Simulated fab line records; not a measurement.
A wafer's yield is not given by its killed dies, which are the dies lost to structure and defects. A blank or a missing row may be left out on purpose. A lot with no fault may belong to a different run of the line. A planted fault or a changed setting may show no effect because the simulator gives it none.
fab line records -- flow sfqLine
[record] lots = 5, wafers = 15, lastDay = 80
route steps=325 shown M8@315
lots that met no fault: from a run of the same line without faults
startH: hours from the record's opening day to when the first of the lot's shown wafers began -- waitH: time in hours since the lot's previous step -- " as in the row above -- L1.1+2: one row covering several wafers at once -- - no value, or no start given -- * or withheld: withheld -- < > ~ a bound
route shown NAME@n: NAME is a module with steps in the file, n the number in the route of the first one -- usual: average and standard deviation across the fault-free wafers -- same: alike in all rows -- chamber/n: place in a boat -- sites: readings site by site -- _std_site: standard deviation of those values -- _edge_site: mean of outer sites minus mean of inner sites -- radiusMm: how far each site lies from the wafer's centre -- mask NAME#n: copy n -- behind: the tool/chamber that last shaped the wafer -- hold: the reason the lot was held/the length of the hold in hours/how it ended -- device: the n, p or np transistor that did not switch -- end of line: the same wafers' tests at the end of the route -- a step given without rows: its recipe and nothing more -- killed: the dies lost at the first sort to structure and to defects; this is not the yield of the wafer -- map: a wafer's dies, marking killed ones x, the rest . and places with no die _
set.NAME: the run value of the setting; set.NAME@STEP: its run value at that earlier step -- model.NAME: the simulator's own value behind a step, which no gauge read
certain route steps with their lots: each step a table, each wafer a row
services: the hour from which a tool's chamber was out of use, counted from the record's first day as startH (under 0 if before that day), plus the number of hours and why
[[steps]]
[step SFQ_TRILAYER_M8_LITHO_EXPOSE_194]
[recipe] maskId = M8, na = 0.6, sourceShape = conventional, sigmaOuter = 0.65, targetCdNm = 2000, doseMj = 14.4
lot.wafer,tool,chamber,startH,waitH,mask
L076.1+2+6,krfScanner-01,0,1626.17,-,M8#0
L077.2+3+4,krfScanner-01,0,1627.57,-,M8#0
L083.2+4+6,krfScanner-01,0,1774.20,-,M8#0
L084.2+5+6,krfScanner-01,0,1777.80,-,M8#0
L090.1+3+4,krfScanner-01,0,1909.27,-,M8#0
[step SFQ_TRILAYER_M8_LITHO_PEB_196]
[recipe] pebTempC = 115, pebTimeS = 60, resist = KrF
[usual] exhaustPa = 45.0/0.89
lot.wafer,tool,chamber,startH,waitH,exhaustPa
L076.1,lithoTrack-04,0,1627.37,1.0,45.5
L076.2,lithoTrack-04,0,1627.37,1.0,47.3
L076.6,lithoTrack-04,0,1627.37,1.0,45.8
L077.2,lithoTrack-01,0,1628.60,0.8,45.3
L077.3,lithoTrack-01,0,1628.60,0.8,43.7
L077.4,lithoTrack-01,0,1628.60,0.8,45.7
L083.2,lithoTrack-04,0,1775.23,0.8,44.4
L083.4,lithoTrack-04,0,1775.23,0.8,44.6
L083.6,lithoTrack-04,0,1775.23,0.8,44.2
L084.2,lithoTrack-01,0,1778.83,0.8,46.0
L084.5,lithoTrack-01,0,1778.83,0.8,44.6
L084.6,lithoTrack-01,0,1778.83,0.8,45.0
L090.1,lithoTrack-02,0,1910.47,1.0,45.2
L090.3,lithoTrack-02,0,1910.47,1.0,46.7
L090.4,lithoTrack-02,0,1910.47,1.0,45.9
[step SFQ_TRILAYER_M8_LITHO_DEVELOP_195]
[recipe] imgClearS = 15, timeS = 55, resist = KrF
[usual] exhaustPa = 44.9/0.9
lot.wafer,tool,chamber,startH,waitH,exhaustPa
L076.1,lithoTrack-04,0,1627.52,0.1,46.8
L076.2,lithoTrack-04,0,1627.52,0.1,46.0
L076.6,lithoTrack-04,0,1627.52,0.1,44.7
L077.2,lithoTrack-01,0,1628.75,0.1,46.7
L077.3,lithoTrack-01,0,1628.75,0.1,46.6
L077.4,lithoTrack-01,0,1628.75,0.1,44.9
L083.2,lithoTrack-04,0,1775.37,0.1,45.5
L083.4,lithoTrack-04,0,1775.37,0.1,47.3
L083.6,lithoTrack-04,0,1775.37,0.1,45.3
L084.2,lithoTrack-01,0,1778.97,0.1,43.9
L084.5,lithoTrack-01,0,1778.97,0.1,43.7
L084.6,lithoTrack-01,0,1778.97,0.1,44.9
L090.1,lithoTrack-02,0,1910.62,0.1,45.5
L090.3,lithoTrack-02,0,1910.62,0.1,45.4
L090.4,lithoTrack-02,0,1910.62,0.1,44.8
[step SFQ_M8_OVL_MEAS_948]
[usual] M8_OVL = 3/6.4
lot.wafer,tool,chamber,startH,waitH,M8_OVL[nm]
L076.1,overlay-02,-,1627.66,0.1,3
L076.2,overlay-02,-,1627.66,0.1,4
L076.6,overlay-02,-,1627.66,0.1,4
L077.2,overlay-02,-,1628.87,0.1,1
L077.3,overlay-02,-,1628.87,0.1,0
L077.4,overlay-02,-,1628.87,0.1,-2
L083.2,overlay-02,-,1775.50,0.1,2
L083.4,overlay-02,-,1775.50,0.1,2
L083.6,overlay-02,-,1775.50,0.1,5
L084.2,overlay-02,-,1779.10,0.1,-20
L084.5,overlay-02,-,1779.10,0.1,-8
L084.6,overlay-02,-,1779.10,0.1,-12
L090.1,overlay-02,-,1910.76,0.1,14
L090.3,overlay-02,-,1910.76,0.1,7
L090.4,overlay-02,-,1910.76,0.1,8
[step SFQ_TRILAYER_M8_DEP_EVAP_197]
[recipe] material = Ti, angularSpreadDeg = 1, targetThkNm = 20, timeS = 100, powerW = 2000
lot.wafer,tool,chamber,startH,waitH
L076.1+2+6,pvdSputter-02,-,1627.70,0.0
L077.2+3+4,pvdSputter-01,-,1628.90,0.0
L083.2+4+6,pvdSputter-02,-,1775.53,0.0
L084.2+5+6,pvdSputter-02,-,1779.13,0.0
L090.1+3+4,pvdSputter-02,-,1910.80,0.0
[step SFQ_TRILAYER_M8_DEP_EVAP_198]
[recipe] material = Pt, angularSpreadDeg = 1, targetThkNm = 50, timeS = 250, powerW = 2000
lot.wafer,tool,chamber,startH,waitH
L076.1+2+6,pvdSputter-02,-,1627.77,0.0
L077.2+3+4,pvdSputter-01,-,1628.97,0.0
L083.2+4+6,pvdSputter-02,-,1775.60,0.0
L084.2+5+6,pvdSputter-02,-,1779.20,0.0
L090.1+3+4,pvdSputter-02,-,1910.87,0.0
[step SFQ_TRILAYER_M8_DEP_EVAP_196]
[recipe] material = Au, angularSpreadDeg = 1, targetThkNm = 180, timeS = 900, powerW = 2000
lot.wafer,tool,chamber,startH,waitH
L076.1+2+6,pvdSputter-02,-,1627.93,0.1
L077.2+3+4,pvdSputter-01,-,1629.13,0.1
L083.2+4+6,pvdSputter-02,-,1775.76,0.1
L084.2+5+6,pvdSputter-02,-,1779.36,0.1
L090.1+3+4,pvdSputter-02,-,1911.02,0.1
[step SFQ_M8_RS_MEAS_949]
[recipe] thkMeasGauge = four-point-probe, reads = Au_of_TRILAYER_M8_DEP_EVAP_196+Pt_of_TRILAYER_M8_DEP_EVAP_198+Ti_of_TRILAYER_M8_DEP_EVAP_197
[usual] M8_AU_RS = 0.1541/0.0019
lot.wafer,tool,chamber,startH,waitH,M8_AU_RS[ohm/sq]
L076.1,filmMetro-02,-,1628.45,0.3,0.1551
L076.2,filmMetro-02,-,1628.45,0.3,0.1540
L076.6,filmMetro-02,-,1628.45,0.3,0.1550
L077.2,filmMetro-03,-,1629.67,0.3,0.1533
L077.3,filmMetro-03,-,1629.67,0.3,0.1514
L077.4,filmMetro-03,-,1629.67,0.3,0.1506
L083.2,filmMetro-01,-,1776.29,0.3,0.1577
L083.4,filmMetro-01,-,1776.29,0.3,0.1548
L083.6,filmMetro-01,-,1776.29,0.3,0.1552
L084.2,filmMetro-01,-,1779.89,0.3,0.1566
L084.5,filmMetro-01,-,1779.89,0.3,0.1547
L084.6,filmMetro-01,-,1779.89,0.3,0.1551
L090.1,filmMetro-02,-,1911.54,0.3,0.1532
L090.3,filmMetro-02,-,1911.54,0.3,0.1528
L090.4,filmMetro-02,-,1911.54,0.3,0.1545
[step SFQ_M8_THK_MEAS_950]
[recipe] thkMeasGauge = xrf, reads = Au_of_TRILAYER_M8_DEP_EVAP_196
[usual] M8_AU_THK = 182.5/2.5
lot.wafer,tool,chamber,startH,waitH,M8_AU_THK[nm]
L076.1,filmMetro-02,-,1628.57,0.1,182.5
L076.2,filmMetro-02,-,1628.57,0.1,182.9
L076.6,filmMetro-02,-,1628.57,0.1,182.9
L077.2,filmMetro-03,-,1629.78,0.1,183.9
L077.3,filmMetro-03,-,1629.78,0.1,185.9
L077.4,filmMetro-03,-,1629.78,0.1,186.5
L083.2,filmMetro-01,-,1776.40,0.1,177.2
L083.4,filmMetro-01,-,1776.40,0.1,180.6
L083.6,filmMetro-01,-,1776.40,0.1,179.4
L084.2,filmMetro-01,-,1780.00,0.1,178.5
L084.5,filmMetro-01,-,1780.00,0.1,181.0
L084.6,filmMetro-01,-,1780.00,0.1,180.7
L090.1,filmMetro-02,-,1911.66,0.1,185.3
L090.3,filmMetro-02,-,1911.66,0.1,184.7
L090.4,filmMetro-02,-,1911.66,0.1,183.4
[step SFQ_TRILAYER_M8_LIFTOFF_LIFTOFF_197]
[recipe] tempC = 80, timeS = 600, chemistry = NMP
lot.wafer,tool,chamber,startH,waitH
L076.1+2+6,wetBench-01,"3,4,2",1628.63,0.1
L077.2+3+4,wetBench-03,"0,2,7",1629.83,0.0
L083.2+4+6,wetBench-01,"4,3,1",1776.45,0.0
L084.2+5+6,wetBench-03,"3,7,4",1780.05,0.0
L090.1+3+4,wetBench-03,"5,1,7",1911.72,0.1
[step SFQ_M8_BOW_MEAS_951]
[recipe] mode = bow
[usual] M8_BOW = 7/12
lot.wafer,tool,chamber,startH,waitH,M8_BOW[um]
L076.1,filmMetro-01,-,1628.80,0.0,6
L076.2,filmMetro-01,-,1628.80,0.0,15
L076.6,filmMetro-01,-,1628.80,0.0,4
L077.2,filmMetro-02,-,1630.02,0.0,3
L077.3,filmMetro-02,-,1630.02,0.0,5
L077.4,filmMetro-02,-,1630.02,0.0,8
L083.2,filmMetro-03,-,1776.65,0.0,7
L083.4,filmMetro-03,-,1776.65,0.0,-9
L083.6,filmMetro-03,-,1776.65,0.0,2
L084.2,filmMetro-01,-,1780.25,0.0,24
L084.5,filmMetro-01,-,1780.25,0.0,35
L084.6,filmMetro-01,-,1780.25,0.0,27
L090.1,filmMetro-03,-,1911.90,0.0,8
L090.3,filmMetro-03,-,1911.90,0.0,3
L090.4,filmMetro-03,-,1911.90,0.0,0
[[services]]
tool,chamber,startH,hours,kind
pvdSputter-02,0,1606.73,-,consumableReplace:kit
pvdSputter-02,0,1606.73,18.0,scheduledDown
pvdSputter-02,0,1606.73,18.0,ventCycle
krfScanner-01,-,1610.09,0.3,repair
krfScanner-01,-,1630.03,0.1,repair
wetBench-03,-,1680.07,1.5,repair
krfScanner-01,-,1685.72,1.9,repair
krfScanner-01,-,1693.61,2.1,repair
krfScanner-01,-,1711.13,0.9,repair
wetBench-01,-,1741.81,4.4,pm
krfScanner-01,-,1745.75,1.3,pm
krfScanner-01,-,1748.25,1.0,pm
krfScanner-01,-,1751.65,0.8,pm
pvdSputter-01,-,1774.93,42.5,repair
krfScanner-01,-,1779.67,0.9,repair
pvdSputter-01,-,1790.38,8.2,repair
pvdSputter-02,-,1816.76,1.0,repair
pvdSputter-01,3,1817.47,-,consumableReplace:kit
pvdSputter-01,3,1817.47,18.0,scheduledDown
wetBench-03,-,1830.47,19.5,repair
krfScanner-01,-,1832.36,0.3,repair
krfScanner-01,-,1865.99,14.9,repair
krfScanner-01,-,1880.89,4.4,pm
krfScanner-01,-,1885.39,0.7,repair
[[key]]
fault none
